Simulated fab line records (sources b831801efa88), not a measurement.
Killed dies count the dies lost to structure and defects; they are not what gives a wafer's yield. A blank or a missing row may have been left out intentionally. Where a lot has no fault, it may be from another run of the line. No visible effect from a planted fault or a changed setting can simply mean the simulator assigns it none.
Which tool was responsible? -- flow sky130 -- 33 wafers from 11 lots sampled at 5 of the route's 708 steps

## WHAT THE GAUGES READ, wafer by wafer
The record holds no reading of a measuring or inspecting step that can be judged against a usual standard deviation.

## EACH LOT AND THE TOOL THAT RAN IT (in order: tool; ch and the chambers of the sampled wafers; start)
lot,SKY_METAL4_METAL_ETCH_18,SKY_VIA4_CVD_18,SKY_METAL5_SPUTTER_01,SKY_METAL5_SPUTTER_04,SKY_PAD_OPEN_PROBE_99
L678,"rie-metal-03 ch 0,1, day 41 16:55","cvd-w-01 ch 0,1, day 42 17:08","pvd-sputter-04, day 42 17:47","pvd-sputter-04, day 42 17:53","prober-01, day 45 14:55"
L679,"rie-metal-03 ch 0,1, day 42 05:34","cvd-w-01 ch 0,1, day 43 06:08","pvd-sputter-04, day 43 06:47","pvd-sputter-04, day 43 06:53","prober-02, day 46 01:33"
L680,"rie-metal-03 ch 0,1, day 42 05:55","cvd-w-02 ch 0,1, day 43 06:39","pvd-sputter-02, day 43 07:18","pvd-sputter-02, day 43 07:23","prober-01, day 46 03:06"
L681,"rie-metal-03 ch 0,1, day 42 14:52","cvd-w-02 ch 0,1, day 43 15:20","pvd-sputter-04, day 43 17:08","pvd-sputter-04, day 43 17:14","prober-02, day 46 12:55"
L684,"rie-metal-03 ch 0,1, day 43 10:37","cvd-w-01 ch 0,1, day 44 10:41","pvd-sputter-02, day 44 11:20","pvd-sputter-02, day 44 11:26","prober-01, day 47 04:31"
L685,"rie-metal-04 ch 0,1, day 43 14:39","cvd-w-01 ch 0,1, day 44 14:44","pvd-sputter-03, day 44 15:55","pvd-sputter-03, day 44 16:00","prober-02, day 47 08:58"
L692,"rie-metal-03 ch 0,1, day 46 19:04","cvd-w-01 ch 0,1, day 47 16:18","pvd-sputter-03, day 47 16:58","pvd-sputter-03, day 47 17:03","prober-01, day 50 01:26"
L693,"rie-metal-04 ch 0,1, day 46 21:20","cvd-w-01 ch 0,1, day 47 17:35","pvd-sputter-04, day 47 18:11","pvd-sputter-04, day 47 18:17","prober-02, day 50 02:48"
L694,"rie-metal-04 ch 0,1, day 47 03:13","cvd-w-02 ch 0,1, day 48 00:10","pvd-sputter-03, day 48 00:49","pvd-sputter-03, day 48 00:55","prober-01, day 50 08:25"
L698,"rie-metal-04 ch 0, day 47 04:19","cvd-w-02 ch 0,1, day 48 00:32","pvd-sputter-04, day 48 01:11","pvd-sputter-04, day 48 01:17","prober-01, day 50 09:58"
L700,"rie-metal-03 ch 0,1, day 47 13:44","cvd-w-02 ch 0,1, day 48 10:23","pvd-sputter-04, day 48 11:04","pvd-sputter-04, day 48 11:09","prober-01, day 50 17:34"
- SKY_METAL4_METAL_ETCH_18: etches the open film in Cl2/BCl3, stops on SiO2, target depth 845 nm, time 183.1 s.
- SKY_VIA4_CVD_18: deposits W, target thk 505 nm, time 152.14 s.
- SKY_METAL5_SPUTTER_01: material TiN, target thk 20 nm, time 16.7 s.
- SKY_METAL5_SPUTTER_04: material TiN, target thk 70 nm, time 58.3 s.
- SKY_PAD_OPEN_PROBE_99

## AS READ BY THE TOOLS THEMSELVES (means over the sampled wafers that have a number; for cases with no such wafer, the mark the record gives instead)
SKY_METAL4_METAL_ETCH_18. Usual: drypump-motor-current-A 5.92 A, standard deviation 0.26; oes-product-au 0.865 a.u., standard deviation 0.0073; throttle-valve-pct 22.265 %, standard deviation 0.01.
lot,tool,drypump-motor-current-A (A),oes-product-au (a.u.),throttle-valve-pct (%),flag
L678,rie-metal-03,6.17,0.863,22.266,
L679,rie-metal-03,6.19,0.850,22.262,
L680,rie-metal-03,6.19,0.861,22.266,
L681,rie-metal-03,6.01,0.861,22.263,
L684,rie-metal-03,6.21,0.872,22.264,
L685,rie-metal-04,5.80,0.861,22.275,
L692,rie-metal-03,6.03,0.858,22.258,
L693,rie-metal-04,5.89,0.869,22.266,
L694,rie-metal-04,5.79,0.862,22.263,
L698,rie-metal-04,5.67,0.859,22.262,
L700,rie-metal-03,6.18,0.860,22.260,

SKY_VIA4_CVD_18. Usual: heater-power-w 834 W, standard deviation 17; susceptor-temp-C 399.97 C, standard deviation 0.22.
lot,tool,heater-power-w (W),susceptor-temp-C (C),flag
L678,cvd-w-01,831,400.12,
L679,cvd-w-01,817,399.92,
L680,cvd-w-02,851,399.82,
L681,cvd-w-02,857,400.24,
L684,cvd-w-01,828,400.06,
L685,cvd-w-01,829,399.80,
L692,cvd-w-01,829,399.98,
L693,cvd-w-01,836,399.93,
L694,cvd-w-02,851,399.74,
L698,cvd-w-02,850,400.01,
L700,cvd-w-02,844,400.06,

SKY_METAL5_SPUTTER_01. Usual: chamber-pressure-pa 0.4000 Pa, standard deviation 0.0009; throttle-valve-pct 29.7 %, standard deviation 1.2.
lot,tool,chamber-pressure-pa (Pa),throttle-valve-pct (%),flag
L678,pvd-sputter-04,0.3990,30.0,
L679,pvd-sputter-04,0.4002,29.3,
L680,pvd-sputter-02,0.4009,30.1,
L681,pvd-sputter-04,0.3998,28.5,
L684,pvd-sputter-02,0.4001,30.2,
L685,pvd-sputter-03,0.4007,28.4,
L692,pvd-sputter-03,0.3992,29.8,
L693,pvd-sputter-04,0.3998,28.6,
L694,pvd-sputter-03,0.3993,29.0,
L698,pvd-sputter-04,0.4007,29.3,
L700,pvd-sputter-04,0.4001,28.6,

SKY_METAL5_SPUTTER_04. Usual: chamber-pressure-pa 0.4000 Pa, standard deviation 0.0007; throttle-valve-pct 29.8 %, standard deviation 1.2.
lot,tool,chamber-pressure-pa (Pa),throttle-valve-pct (%),flag
L678,pvd-sputter-04,0.3998,30.5,
L679,pvd-sputter-04,0.3999,29.4,
L680,pvd-sputter-02,0.4003,30.2,
L681,pvd-sputter-04,0.3998,28.5,
L684,pvd-sputter-02,0.4001,30.3,
L685,pvd-sputter-03,0.3997,28.3,
L692,pvd-sputter-03,0.4001,29.9,
L693,pvd-sputter-04,0.3995,28.5,
L694,pvd-sputter-03,0.4005,29.1,
L698,pvd-sputter-04,0.3999,29.5,
L700,pvd-sputter-04,0.4003,28.5,

SKY_PAD_OPEN_PROBE_99. Usual: defect-limited-yield 82.8 %, standard deviation 1.9; killed_at_M0_to_M3 42, standard deviation 6.3; killed_at_M4_up 3.2, standard deviation 1.9; killed-at-contacts 24, standard deviation 5.8; killed-at-front-end 15, standard deviation 4.3; killed-at-other 0.2, standard deviation 0.62; killed-dies 85, standard deviation 9.3; killed-on-rim 16, standard deviation 3.3; killed-open 46, standard deviation 6.8; killed-short 38, standard deviation 6.1; sort_bin_3_pad_short 0.8 %, standard deviation 0.43; sort_bin_5_function 10.2 %, standard deviation 1.5; sort_bin_6_memory 6.2 %, standard deviation 1.1; sort-n-pass 407, standard deviation 9.3; sort-yield-pct 82.8 %, standard deviation 1.9.
lot,tool,defect-limited-yield (%),killed_at_M0_to_M3,killed_at_M4_up,killed-at-contacts,killed-at-front-end,killed-at-other,killed-dies,killed-on-rim,killed-open,killed-short,sort_bin_3_pad_short (%),sort_bin_5_function (%),sort_bin_6_memory (%),sort-n-pass,sort-yield-pct (%),flag
L678,prober-01,81.4,50,3.7,24,14,0.0,91,18,47,44,0.7,11.1,6.8,401,81.4,
L679,prober-02,82.1,42,5.3,27,14,0.0,88,16,43,45,0.9,11.1,6.0,404,82.1,
L680,prober-01,82.3,43,2.7,19,23,0.0,87,19,50,37,0.9,10.2,6.6,405,82.3,
L681,prober-02,84.9,36,1.7,20,16,0.0,74,16,40,34,1.0,8.5,5.6,418,84.9,
L684,prober-01,83.8,34,2.7,30,13,0.0,80,14,46,34,0.8,9.6,5.8,412,83.8,
L685,prober-02,81.4,46,3.3,25,17,0.0,91,18,47,44,0.6,10.8,7.2,401,81.4,
L692,prober-01,76.9,48,23.3,24,18,0.0,114,30,50,40,1.7,14.3,7.0,378,76.9,OFF
L693,prober-02,79.7,41,25.0,22,12,0.0,100,26,43,35,1.3,13.4,5.6,392,79.7,OFF
L694,prober-01,82.7,43,3.3,28,11,0.0,85,16,50,35,0.5,9.9,6.9,407,82.7,
L698,prober-01,83.6,44,4.3,20,12,0.0,81,18,40,40,0.7,9.8,6.0,411,83.6,
L700,prober-01,82.0,42,5.7,27,13,0.3,89,17,50,36,0.9,11.0,6.2,403,82.0,

## THE ANSWER, worked out from the rows above alone
Rule: a lot counts as off when the mean over its wafers that have a number is more than 3 standard deviations away from the usual mean. A lot without any number at a reading at which 4 lots or more have one is off too. Where the step has rows for the other lots, those lots are counted as sound. The gauges are gone through in route order, then the tools' own readings, and for those a lot's mean is taken as printed above. At the first step where some lot is off, the reading lying furthest off is the one used; lots without a number count as furthest.
Off, at SKY_PAD_OPEN_PROBE_99 on killed_at_M4_up: L692, L693.
A tool fits if, at that step or a process step before it, it ran every lot that is off, and no sound lot after the first of them. One candidate fits, namely cvd-w-01 at SKY_VIA4_CVD_18. Its last sound lot is L685 (day 44 14:44), its first lot that is off L692 (day 47 16:18): a fault that began between those two fits.

## WHAT WAS PUT IN BY THE SIMULATOR
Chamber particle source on cvd-w-01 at SKY_VIA4_CVD_18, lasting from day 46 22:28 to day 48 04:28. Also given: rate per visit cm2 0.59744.
Struck lots among those shown: L692, L693. The rule above found the same.
